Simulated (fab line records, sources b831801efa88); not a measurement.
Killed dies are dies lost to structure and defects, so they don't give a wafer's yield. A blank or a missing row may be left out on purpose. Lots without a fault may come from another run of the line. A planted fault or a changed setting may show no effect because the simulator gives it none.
A struck lot beside a sound one | flow gf180mcu | 14 steps out of a route of 602
Sound: wafers L540.1, L540.3, L540.4. Struck: wafers L550.1, L550.2, L550.3. The cause comes at the end.
At each step with rows: each side's tool, then ch and its chambers, then its first start. Under that, the readings that differ: sound wafers | struck wafers | difference of the means | sigmas: that difference in standard deviations of wafers without a fault.
alike: readings whose means differ by less than 2 such deviations, and words and numbers that are the same on both sides. not compared: withheld readings, readings that some wafer has no value for, bounds like >300 that may hide the same value, and numbers for which the record gives no deviation and whose values overlap.
The two part at a step that has a row with sigmas, a row that says differs or no value, or rows on one side only. Numbers that don't overlap but have no deviation are shown without sigmas and don't part them. A reading that every wafer of one side lacks parts them only if that side has two wafers or more.

first, 4 steps without rows for these wafers: GF_VT_IMPLANT_SOFTBAKE_03 (time 60 s); GF_VT_IMPLANT_EXPOSE_04 (exposes mask LVPWELL LV AREA, target cd 600 nm); GF_VT_IMPLANT_PEB_05; GF_VT_IMPLANT_DEVELOP_06 (develop time 60 s).
GF_VT_IMPLANT_OVL_MEAS_07:
  sound on overlay-01, day 6 07:19; struck on overlay-02, day 8 12:32
  alike: VT_IMPLANT_OVL
then, 1 step without rows for these wafers: GF_VT_IMPLANT_IMPLANT_08.
GF_VT_IMPLANT_STRIP_09: strips in O2/N2.
  sound on plasma_asher-03 ch 0,1, day 6 07:30; struck on plasma_asher-04 ch 0,1, day 8 12:43
  alike: drypump_motor_current_A, heater_power_w, oes_product_au, strip_time_to_endpoint_s
  not compared: rf_hours_counter_h
GF_VT_IMPLANT_TW_MEAS_10:
  sound on film_metro-02, day 6 07:36; struck on film_metro-01, day 8 12:49
  alike: VT_IMPLANT_TW
then, 4 steps without rows for these wafers: GF_VT_IMPLANT_DEHYDRATE_11 (time 60 s); GF_VT_IMPLANT_HMDS_12 (prime time 60 s); GF_VT_IMPLANT_COAT_13 (resist thk 1000 nm); GF_VT_IMPLANT_SOFTBAKE_14 (time 60 s).
GF_VT_IMPLANT_EXPOSE_15: exposes mask Nwell LV AREA, target cd 860 nm.
  sound on iline_stepper-02 ch 0, day 6 15:02; struck on iline_stepper-02, day 8 20:44
  no value came back on the struck wafers for exposure_dose_mJ_cm2, focus_offset_nm (nm); on the sound wafers exposure_dose_mJ_cm2 reads 139.86 140.04 139.90
  alike: mask
then, 1 step without rows for these wafers: GF_VT_IMPLANT_PEB_16.

WHERE THEY PART
Only at GF_VT_IMPLANT_EXPOSE_15, within this record.

WHY: what the simulator had put in
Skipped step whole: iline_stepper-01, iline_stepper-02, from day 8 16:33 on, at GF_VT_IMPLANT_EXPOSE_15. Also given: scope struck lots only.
